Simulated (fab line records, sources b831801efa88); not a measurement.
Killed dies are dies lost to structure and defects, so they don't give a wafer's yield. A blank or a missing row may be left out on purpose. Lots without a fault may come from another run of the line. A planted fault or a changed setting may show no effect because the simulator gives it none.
One fault seen from 2 desks | flow sfq_line | each desk has only its own numbers; what lay behind them comes last

THE METROLOGY DESK
What the gauges read, lot by lot, whatever tool the lot ran on: means of the sampled wafers that have a number. A lot is out of limits, marked OUT, if its mean lies more than 4 standard deviations from the usual mean; the brackets give that distance.
Columns: A = M1_NB_RS at SFQ_M1_RS_MEAS_909, usual 0.893 ohm/sq
lot  | first seen here | A
L749 | day 10 07:01    | 0.896
L750 | day 10 13:00    | 0.881
L751 | day 10 19:02    | 0.907
L752 | day 11 03:25    | 0.892
L753 | day 11 08:13    | 0.875
L754 | day 11 10:37    | 0.883
L756 | day 11 22:48    | 0.895
L757 | day 12 10:37    | 0.905
L758 | day 12 15:25    | 0.900
L760 | day 13 23:00    | 0.892
L762 | day 14 02:39    | 0.978 (+8.5) OUT
L764 | day 15 02:43    | 0.979 (+8.6) OUT
L765 | day 15 08:48    | 1.067 (+17) OUT
L767 | day 15 21:41    | 0.881
L769 | day 16 12:07    | 0.908
This desk's finding: out of limits on L762, L764, L765; first on L762, day 14 02:39 (M1_NB_RS at SFQ_M1_RS_MEAS_909). In limits: L749, L750, L751, L752, L753, L754, L756, L757, L758, L760, L767, L769.

THE TOOL OWNER'S DESK: pvd_sputter-03
The tool's own readings at SFQ_TRILAYER_M1_DEP_SPUTTER_037 (material Nb, target thk 200 nm, time 133.3 s): means of the sampled wafers that have a number, for each lot that ran on this tool. A lot is out of limits, marked OUT, if its mean lies more than 4 standard deviations from the usual mean; the brackets give that distance.
Columns: A = throttle_valve_pct at SFQ_TRILAYER_M1_DEP_SPUTTER_037, usual 29.3 %
lot  | first seen here | A
L749 | day 10 06:55    | 29.2
L751 | day 10 18:55    | 29.9
L752 | day 11 03:19    | 29.4
L753 | day 11 08:08    | 29.0
L756 | day 11 22:41    | 29.2
L760 | day 13 22:54    | 29.2
L762 | day 14 02:31    | 28.9
L764 | day 15 02:38    | 29.1
L765 | day 15 08:43    | 28.8
This desk's finding: nothing out of limits on any of the 9 lots.

PUT TOGETHER
The metrology desk could have raised an alarm at day 14 02:39, on L762, L764, L765.
The tool owner's desk saw nothing out of limits.
The tool owner's desk has L762, L764, L765 on record, within its limits.
Of the lots named, all ran SFQ_TRILAYER_M1_DEP_SPUTTER_037 on pvd_sputter-03.

WHAT THE SIMULATOR HAD PUT IN
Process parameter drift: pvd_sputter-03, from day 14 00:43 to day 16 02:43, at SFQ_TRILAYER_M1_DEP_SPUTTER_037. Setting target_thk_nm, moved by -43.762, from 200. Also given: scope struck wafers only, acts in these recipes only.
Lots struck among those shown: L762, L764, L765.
Hours from the fault's start to each desk's first reading out of limits: the metrology desk, 2.
